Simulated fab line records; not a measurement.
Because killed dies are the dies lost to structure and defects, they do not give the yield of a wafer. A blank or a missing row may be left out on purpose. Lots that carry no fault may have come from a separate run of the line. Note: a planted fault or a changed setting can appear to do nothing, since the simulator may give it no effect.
fab line records	flow sky130
record lots=11	wafers=31	last_day=50
route steps=708 shown SPACER@306 LI_CONTACT@362 PAD_OPEN@708
lots that met no fault: taken from a fault-free run of the same line
start_h: the number of hours between the record's first day and the start of the first shown wafer of the lot	wait_h: how many hours have passed since the lot's step before this one	" identical to the entry in the row above	L1.1+2: one row covering several wafers at once	- no value, or no start given	* or withheld: withheld	< > ~ a bound
route shown NAME@n: names a module that has steps shown in the file, with the first one's number in the route	usual: mean/standard deviation of fault-free wafers	same: alike in all rows	chamber/n: place in a boat	sites: the reading at each site	_std_site: their standard deviation	_edge_site: the outer-site mean with the inner-site mean subtracted	radius_mm: for every site, how far away it sits from the centre of the wafer	mask NAME#n: copy n	behind: the most recent tool/chamber to have shaped the wafer	hold: why the lot went on hold/how many hours it stayed there/how the hold came to an end	device: the n, p or np transistor that did not switch	end of line: at the end of the route, the tests of the same wafers	for a step that has no rows: nothing shown but its recipe	killed: dies that structure and defects cost at the first sort, which is not the same as the wafer's yield	map: per-die view of a wafer (x killed, . not killed, _ where there is no die)
set.NAME: the setting that was run; set.NAME@STEP: the one run at that earlier step	model.NAME: the simulator's own value behind a step, which no gauge read
route steps across a sampled set of lots; one table per step, one row per wafer
services: a tool's chamber out of use, with start hour (start_h, from the record's first day; less than 0 if before it), hours out, and reason
## steps
# step SKY_SPACER_ETCHBACK_02
# recipe chemistry=CH3F/O2	target=Si3N4	stop_on=SiO2	source_w=400	bias_w=80	pressure_mtorr=25	ch3f_flow_sccm=40	O2_flow_sccm=30	time_s=46.7	target_depth_a=450
# usual drypump_motor_current_A=5.8/0.45	oes_product_au=0.852/0.006	rf_fwd_power_W=396.2/1.6	throttle_valve_pct=10.564/0.0098
lot.wafer	tool	chamber	start_h	wait_h	drypump_motor_current_A	oes_product_au	rf_fwd_power_W	rf_hours_counter_h	throttle_valve_pct
L614.2	rie_diel-02	3	572.49	0.0	6.5	0.853	395.3	9	10.561
L614.3	"	2	"	"	5.9	0.850	394.6	24	10.563
L614.5	"	0	"	"	6.3	0.862	398.4	-	10.561
L616.2	rie_diel-04	2	590.56	0.0	5.4	0.858	397.5	5	10.564
L616.3	"	0	"	"	5.6	0.845	395.1	19	10.559
L616.4	"	0	"	"	5.6	0.853	394.8	-	10.547
L615.1	rie_diel-02	2	591.76	0.1	5.9	0.853	393.4	25	10.573
L615.3	"	1	"	"	6.1	0.849	397.0	1	10.563
L615.5	"	0	"	"	6.3	0.872	397.8	-	10.568
L619.4	rie_diel-02	1	629.34	0.0	6.1	0.858	396.0	-	10.568
L619.5	"	0	"	"	6.3	0.855	396.6	-	10.561
L623.1	rie_diel-03	0	640.25	0.1	5.0	0.856	398.9	7	10.553
L623.4	"	2	"	"	5.8	0.859	399.3	14	10.557
L626.2	rie_diel-03	2	661.39	0.0	5.7	0.860	396.4	15	10.570
L626.3	"	3	"	"	6.0	0.846	392.8	40	10.572
L626.6	"	2	"	"	5.7	0.847	398.4	-	10.573
L628.1	rie_diel-03	0	674.80	0.1	5.0	0.854	396.4	7	10.568
L628.2	"	2	"	"	5.8	0.851	396.8	15	10.575
L628.3	"	3	"	"	6.0	0.857	392.6	40	10.543
L630.3	rie_diel-03	2	698.45	0.0	5.7	0.856	399.6	15	10.555
L630.4	"	0	"	"	5.0	0.855	394.9	8	10.547
L630.5	"	1	"	"	6.1	0.849	395.7	-	10.565
L631.1	rie_diel-04	0	705.74	0.1	5.6	0.850	397.8	22	10.572
L631.3	"	1	"	"	5.2	0.847	396.3	2	10.552
L631.4	"	3	"	"	6.0	0.847	396.2	14	10.551
L632.2	rie_diel-04	0	713.96	0.0	5.7	0.853	396.1	22	10.576
L632.3	"	1	"	"	5.2	0.861	396.4	2	10.549
L632.4	"	2	"	"	5.4	0.854	396.6	8	10.581
L633.2	rie_diel-02	2	715.20	0.0	5.9	0.850	398.1	27	10.562
L633.5	"	2	"	"	5.9	0.845	395.7	-	10.566
L633.6	"	1	"	"	6.1	0.854	396.6	-	10.546
# step SKY_LI_CONTACT_HDPCVD_00
# recipe material=PSG	target_thk_nm=930	sigma_open_frac=0.3	time_s=155	temp_c=600	sih4_flow_sccm=60	pressure_mtorr=6
# usual sih4_flow_sccm=59.99/0.17
lot.wafer	tool	chamber	start_h	wait_h	sih4_flow_sccm
L614.2	hdpcvd-02	0	688.71	0.0	59.88
L614.3	"	2	"	"	60.01
L614.5	"	1	"	"	60.13
L616.2	hdpcvd-01	0	705.96	0.0	60.06
L616.3	"	2	"	"	60.28
L616.4	"	2	"	"	60.22
L615.1	hdpcvd-02	1	709.40	0.0	60.02
L615.3	"	2	"	"	59.95
L615.5	"	0	"	"	60.33
L619.4	hdpcvd-02	0	744.55	0.1	59.73
L619.5	"	2	"	"	59.82
L623.1	hdpcvd-02	0	752.57	0.0	59.98
L623.4	"	1	"	"	59.76
L626.2	hdpcvd-01	2	773.01	0.0	60.19
L626.3	"	0	"	"	60.27
L626.6	"	1	"	"	60.04
L628.1	hdpcvd-01	2	786.14	0.0	60.12
L628.2	"	0	"	"	59.88
L628.3	"	1	"	"	60.00
L630.3	hdpcvd-02	2	808.30	0.0	60.07
L630.4	"	2	"	"	60.14
L630.5	"	1	"	"	59.70
L631.1	hdpcvd-02	0	813.70	0.0	60.07
L631.3	"	1	"	"	59.89
L631.4	"	1	"	"	59.96
L632.2	hdpcvd-02	2	823.44	0.0	60.04
L632.3	"	0	"	"	60.03
L632.4	"	1	"	"	59.78
L633.2	hdpcvd-01	1	825.40	0.0	59.78
L633.5	"	1	"	"	59.91
L633.6	"	0	"	"	59.96
# step SKY_LI_CONTACT_THK_MEAS_01
# recipe reads=PSG_of_LI_CONTACT_HDPCVD_00
# usual LI_CONTACT_HDPCVD_THK=931/8.1
lot.wafer	tool	chamber	start_h	wait_h	LI_CONTACT_HDPCVD_THK[nm]
L614.2	film_metro-02	-	688.83	0.1	939
L614.3	"	-	"	"	922
L614.5	"	-	"	"	936
L616.2	film_metro-01	-	706.08	0.1	924
L616.3	"	-	"	"	936
L616.4	"	-	"	"	939
L615.1	film_metro-03	-	709.50	0.1	929
L615.3	"	-	"	"	934
L615.5	"	-	"	"	934
L619.4	film_metro-02	-	744.64	0.0	950
L619.5	"	-	"	"	1646
L623.1	film_metro-03	-	752.68	0.1	1655
L623.4	"	-	"	"	929
L626.2	film_metro-02	-	773.12	0.1	934
L626.3	"	-	"	"	929
L626.6	"	-	"	"	943
L628.1	film_metro-01	-	786.25	0.1	920
L628.2	"	-	"	"	916
L628.3	"	-	"	"	938
L630.3	film_metro-02	-	808.42	0.1	926
L630.4	"	-	"	"	930
L630.5	"	-	"	"	941
L631.1	film_metro-03	-	813.80	0.1	928
L631.3	"	-	"	"	927
L631.4	"	-	"	"	929
L632.2	film_metro-01	-	823.55	0.1	934
L632.3	"	-	"	"	928
L632.4	"	-	"	"	937
L633.2	film_metro-01	-	825.56	0.1	944
L633.5	"	-	"	"	936
L633.6	"	-	"	"	927
# step SKY_LI_CONTACT_CMP_02
# recipe material=PSG	down_force_psi=4	platen_rpm=60	pad_velocity_m_s=0.94248
# usual motor_current_A=12.6/1	time_to_endpoint_s=33/3.2
lot.wafer	tool	chamber	start_h	wait_h	motor_current_A	time_to_endpoint_s
L614.3	cmp-01	1	688.88	0.0	12.8	31
L614.2	"	3	"	"	13.9	34
L614.5	"	1	"	"	13.2	32
L616.4	cmp-01	1	706.18	0.1	13.5	39
L616.3	"	2	"	"	13.9	36
L616.2	"	3	"	"	13.2	35
L615.1	cmp-01	3	709.61	0.1	14.7	37
L615.3	"	1	"	"	13.0	31
L615.5	"	2	"	"	13.2	35
L619.4	cmp-01	2	744.67	0.0	14.0	37
L619.5	"	3	"	"	13.5	109
L623.4	cmp-02	3	752.94	0.2	13.5	31
L623.1	"	2	"	"	12.1	104
L626.3	cmp-02	2	773.17	0.0	12.5	34
L626.2	"	3	"	"	13.1	30
L626.6	"	3	"	"	13.3	31
L628.1	cmp-01	2	786.31	0.1	14.3	33
L628.3	"	3	"	"	12.8	38
L628.2	"	0	"	"	12.6	31
L630.4	cmp-01	3	808.46	0.0	13.3	31
L630.3	"	2	"	"	13.1	32
L630.5	"	0	"	"	12.9	31
L631.3	cmp-02	2	813.86	0.0	11.8	36
L631.1	"	3	"	"	13.0	33
L631.4	"	0	"	"	10.8	30
L632.4	cmp-01	1	823.60	0.0	12.3	33
L632.2	"	2	"	"	13.9	35
L632.3	"	0	"	"	12.3	28
L633.2	cmp-02	3	825.71	0.1	13.5	31
L633.6	"	1	"	"	10.8	32
L633.5	"	2	"	"	12.1	31
# step SKY_LI_CONTACT_ETCH_14
# recipe chemistry=N2/H2	target=BARC	ion_energy_ev=200	source_w=500	bias_w=100	pressure_mtorr=30	n2_flow_sccm=100	h2_flow_sccm=200	stop_on=SiO2	time_s=45.9	target_depth_a=600
# usual drypump_motor_current_A=5.9/0.44	oes_product_au=0.855/0.0048	rf_fwd_power_W=495.2/2	throttle_valve_pct=13.224/0.0094
lot.wafer	tool	chamber	start_h	wait_h	drypump_motor_current_A	oes_product_au	rf_fwd_power_W	rf_hours_counter_h	throttle_valve_pct
L614.2	rie_diel-03	2	718.04	0.0	5.8	0.854	496.8	16	13.221
L614.3	"	3	"	"	6.0	0.859	493.2	42	13.211
L614.5	"	0	"	"	5.0	0.861	496.8	-	13.231
L616.2	rie_diel-01	0	733.76	0.0	5.9	0.855	493.8	24	13.220
L616.3	"	3	"	"	6.4	0.855	492.7	12	13.224
L616.4	"	2	"	"	5.6	0.854	493.4	5	13.225
L615.1	rie_diel-03	3	738.09	0.0	6.0	0.852	492.5	42	13.224
L615.3	"	0	"	"	5.0	0.870	498.2	9	13.207
L615.5	"	2	"	"	5.7	0.861	497.1	-	13.241
L619.4	rie_diel-03	1	772.09	0.0	6.2	0.849	493.4	-	13.242
L619.5	"	2	"	"	5.8	0.855	494.9	-	13.209
L623.1	rie_diel-01	1	779.78	0.0	6.0	0.853	497.1	12	13.217
L623.4	"	3	"	"	6.4	0.858	493.1	14	13.192
L626.2	rie_diel-01	3	800.03	0.0	6.4	0.850	493.2	14	13.222
L626.3	"	1	"	"	6.0	0.848	496.2	13	13.218
L626.6	"	2	"	"	5.6	0.847	497.6	-	13.231
L628.1	rie_diel-02	3	813.48	0.0	6.5	0.849	495.1	14	13.229
L628.2	"	0	"	"	6.4	0.853	495.2	17	13.238
L628.3	"	2	"	"	5.9	0.860	496.6	29	13.223
L630.3	rie_diel-01	3	835.68	0.0	6.4	0.864	497.5	16	13.229
L630.4	"	0	"	"	5.9	0.861	492.9	28	13.222
L630.5	"	3	"	"	6.4	0.851	494.5	-	13.237
L631.1	rie_diel-01	0	840.42	0.0	5.9	0.850	494.0	28	13.228
L631.3	"	1	"	"	6.1	0.854	496.5	14	13.209
L631.4	"	3	"	"	6.4	0.857	494.8	16	13.204
L632.2	rie_diel-02	0	850.03	0.0	6.4	0.856	494.1	18	13.233
L632.3	"	1	"	"	6.1	0.854	498.7	7	13.215
L632.4	"	3	"	"	6.5	0.855	493.5	15	13.240
L633.2	rie_diel-03	1	852.28	0.0	6.1	0.855	497.8	10	13.232
L633.5	"	0	"	"	5.0	0.854	497.0	-	13.249
L633.6	"	1	"	"	6.1	0.856	497.9	-	13.213
# step SKY_LI_CONTACT_STRIP_16
# recipe chemistry=O2/N2	power_w=1400	pressure_mtorr=1500	platen_temp_c=withheld	o2_flow_sccm=3000	n2_flow_sccm=300	overash_fraction=0.5
# usual drypump_motor_current_A=5.7/0.46	oes_product_au=0.375/0.0051	strip_time_to_endpoint_s=3.50/0.034
lot.wafer	tool	chamber	start_h	wait_h	drypump_motor_current_A	oes_product_au	rf_hours_counter_h	strip_time_to_endpoint_s
L614.2	plasma_asher-02	0	718.17	-	6.0	0.373	102	3.50
L614.3	"	1	"	"	5.8	0.380	-	3.47
L614.5	"	1	"	"	5.8	0.374	-	3.45
L616.2	plasma_asher-03	1	733.89	-	5.8	0.374	29	3.49
L616.3	"	1	"	"	5.8	0.379	-	3.48
L616.4	"	0	"	"	4.8	0.380	-	3.56
L615.1	plasma_asher-01	0	738.22	-	5.2	0.375	88	3.46
L615.3	"	0	"	"	5.2	0.374	-	3.51
L615.5	"	1	"	"	6.3	0.376	-	3.46
L619.4	plasma_asher-02	1	772.23	-	5.8	0.376	-	3.54
L619.5	"	1	"	"	5.8	0.384	-	3.49
L623.1	plasma_asher-02	1	779.91	-	5.8	0.372	4	3.49
L623.4	"	0	"	"	6.0	0.373	-	3.48
L626.2	plasma_asher-03	1	800.16	-	5.9	0.372	36	3.46
L626.3	"	0	"	"	4.8	0.370	-	3.52
L626.6	"	1	"	"	5.9	0.383	-	3.50
L628.1	plasma_asher-01	1	813.61	-	6.3	0.386	95	3.57
L628.2	"	0	"	"	5.2	0.370	95	3.49
L628.3	"	1	"	"	6.3	0.378	-	3.51
L630.3	plasma_asher-02	1	835.84	-	5.8	0.373	-	3.51
L630.4	"	0	"	"	6.0	0.377	-	3.49
L630.5	"	0	"	"	6.0	0.368	-	3.50
L631.1	plasma_asher-01	1	840.54	-	6.3	0.367	97	3.46
L631.3	"	1	"	"	6.3	0.378	-	3.47
L631.4	"	0	"	"	5.2	0.381	-	3.49
L632.2	plasma_asher-02	0	850.16	-	6.0	0.371	11	3.50
L632.3	"	1	"	"	5.8	0.375	-	3.56
L632.4	"	0	"	"	6.0	0.379	-	3.56
L633.2	plasma_asher-02	1	852.41	-	5.8	0.374	11	3.52
L633.5	"	1	"	"	5.8	0.372	-	3.46
L633.6	"	0	"	"	6.0	0.385	-	3.50
# step SKY_PAD_OPEN_PROBE_99
# usual killed_at_M0_to_M3=44/7.5	killed_at_M4_up=2.9/1.8	killed_at_contacts=24/5.1	killed_at_front_end=16/4.7	killed_at_other=0.3/0.46	killed_dies=87/9.9	killed_on_rim=17/4.5	killed_open=47/8	killed_short=39/6.3
# same gross_dies=492	killed_at_back_side=0
lot.wafer	tool	chamber	start_h	wait_h	killed_at_M0_to_M3	killed_at_M4_up	killed_at_contacts	killed_at_front_end	killed_at_other	killed_dies	killed_on_rim	killed_open	killed_short
L614.2	prober-01	-	1103.75	0.1	48	1	18	11	1	79	11	35	43
L614.3	prober-01	-	1103.80	0.2	42	1	23	8	1	75	21	42	31
L614.5	prober-01	-	1103.90	0.2	60	3	23	16	1	103	23	49	53
L616.2	prober-02	-	1117.35	0.1	43	1	23	14	0	81	12	42	39
L616.3	prober-02	-	1117.40	0.2	34	2	23	13	0	72	11	38	34
L616.4	prober-02	-	1117.45	0.2	39	1	19	18	0	77	17	43	34
L619.4	prober-01	-	1147.67	0.2	45	3	20	15	0	83	18	49	34
L619.5	prober-01	-	1147.72	0.2	36	2	21	18	0	77	13	37	40
L623.1	prober-02	-	1151.22	0.1	55	4	29	16	0	104	26	67	37
L623.4	prober-02	-	1151.37	0.2	48	0	26	11	0	85	14	51	34
# killed by level:class
L614.2 VIA1:geometric_particle:short=11 VIA3:geometric_particle:open=8 VIA1:geometric_particle:open=7 METAL2:geometric_particle:short=7 CONTACT:geometric_particle:open=6 FIELD_ISO:geometric_particle:short=4 LI_CONTACT:geometric_particle:open=4 VIA2:geometric_particle:open=4
L614.3 VIA1:geometric_particle:open=12 CONTACT:geometric_particle:open=11 VIA2:geometric_particle:open=8 METAL1:geometric_particle:short=7 LI_CONTACT:geometric_particle:open=4 VIA1:geometric_particle:short=4 METAL2:geometric_particle:short=4 FIELD_ISO:geometric_particle:short=3
L614.5 VIA1:geometric_particle:open=14 METAL1:geometric_particle:short=8 VIA1:geometric_particle:short=8 VIA2:geometric_particle:open=8 VIA3:geometric_particle:open=7 FIELD_ISO:geometric_particle:short=6 LI_CONTACT:geometric_particle:open=6 METAL2:geometric_particle:short=5
L616.2 VIA1:geometric_particle:open=10 METAL2:geometric_particle:short=8 LI_CONTACT:geometric_particle:open=7 VIA2:geometric_particle:open=7 CONTACT:geometric_particle:open=6 FIELD_ISO:geometric_particle:open=5 LOCAL_INTERCONNECT:geometric_particle:short=5 FIELD_ISO:geometric_particle:short=4
L616.3 CONTACT:geometric_particle:open=10 LI_CONTACT:geometric_particle:open=5 VIA2:geometric_particle:open=5 FIELD_ISO:geometric_particle:open=4 VIA2:geometric_particle:short=4 VIA1:geometric_particle:open=4 METAL2:geometric_particle:short=4 VIA3:geometric_particle:short=4
L616.4 VIA1:geometric_particle:open=11 METAL2:geometric_particle:short=7 VIA3:geometric_particle:open=7 FIELD_ISO:geometric_particle:open=6 CONTACT:geometric_particle:open=6 FIELD_ISO:geometric_particle:short=5 LI_CONTACT:geometric_particle:short=5 POLY_GATE:geometric_particle:open=3
L619.4 VIA1:geometric_particle:open=10 VIA2:geometric_particle:open=9 CONTACT:geometric_particle:open=8 POLY_GATE:geometric_particle:short=5 METAL1:geometric_particle:short=5 VIA3:geometric_particle:open=5 SPACER:geometric_particle:open=4 VIA1:geometric_particle:short=4
L619.5 VIA1:geometric_particle:open=7 VIA2:geometric_particle:open=7 CONTACT:geometric_particle:short=6 LI_CONTACT:geometric_particle:open=5 CONTACT:geometric_particle:open=5 FIELD_ISO:geometric_particle:open=4 SPACER:geometric_particle:short=4 LI_CONTACT:geometric_particle:short=4
L623.1 VIA1:geometric_particle:open=20 CONTACT:geometric_particle:open=11 VIA2:geometric_particle:open=9 LI_CONTACT:geometric_particle:open=7 VIA3:geometric_particle:open=7 VIA3:geometric_particle:short=5 FIELD_ISO:geometric_particle:short=4 POLY_GATE:geometric_particle:short=4
L623.4 VIA1:geometric_particle:open=13 LI_CONTACT:geometric_particle:open=10 VIA3:geometric_particle:open=10 CONTACT:geometric_particle:open=7 FIELD_ISO:geometric_particle:short=5 VIA1:geometric_particle:short=5 CONTACT:geometric_particle:short=5 METAL1:geometric_particle:short=4
## services
tool	chamber	start_h	hours	kind
hdpcvd-01	1	549.34	20.5	repair
cmp-01	-	572.00	4.0	pm
hdpcvd-01	-	572.02	2.8	pm
plasma_asher-02	-	586.94	1.7	repair
rie_diel-03	-	595.10	2.8	pm
rie_diel-03	2	602.86	2.9	repair
rie_diel-02	3	621.12	15.6	repair
rie_diel-02	-	623.74	0.2	repair
cmp-01	-	640.66	4.3	repair
cmp-01	-	643.32	2.0	repair
hdpcvd-01	-	650.75	15.0	pm
hdpcvd-01	-	665.42	1.3	repair
hdpcvd-02	-	681.93	1.4	repair
rie_diel-03	0	698.99	3.4	repair
hdpcvd-02	-	700.56	2.8	pm
rie_diel-03	1	700.62	23.7	repair
cmp-01	-	711.22	4.5	pm
plasma_asher-02	-	715.90	0.7	repair
plasma_asher-02	-	733.75	9.0	pm
hdpcvd-02	-	766.24	3.1	repair
hdpcvd-02	2	789.21	13.3	repair
rie_diel-03	2	803.68	7.2	repair
rie_diel-03	2	818.76	19.9	repair
hdpcvd-01	2	821.97	16.0	repair
## key
first_sign step=SKY_LI_CONTACT_THK_MEAS_01	reading=LI_CONTACT_HDPCVD_THK	direction=up	sigmas=88	usual=931	struck=1650
effect step=SKY_LI_CONTACT_CMP_02	reading=time_to_endpoint_s	direction=up	sigmas=23	usual=*	struck=*
met_at SKY_LI_CONTACT_HDPCVD_00
struck_lots L619,L623
struck_wafers L619.5,L623.1
tester_left_out L619,L623
not_acting_at SKY_SPACER_ETCHBACK_02,SKY_LI_CONTACT_ETCH_14,SKY_LI_CONTACT_STRIP_16
onset_between 709.40 744.55
fault kind=process_parameter_drift	tool=hdpcvd-02	chamber=-	onset_h=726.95	steps=SKY_LI_CONTACT_HDPCVD_00	channel=target_thk_nm	offset=721.6	shape=step	end_h=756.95	scope=struck_wafers_only	acts_in=these_recipes_only	stated=930
# tester_left_out: of these lots the tester's yield and bins aren't shown, on N5 and GAA mostly nor the transistor test; their killed dies are dies lost to structure and defects alone, not to doping, threshold or leakage, so they don't give the yield
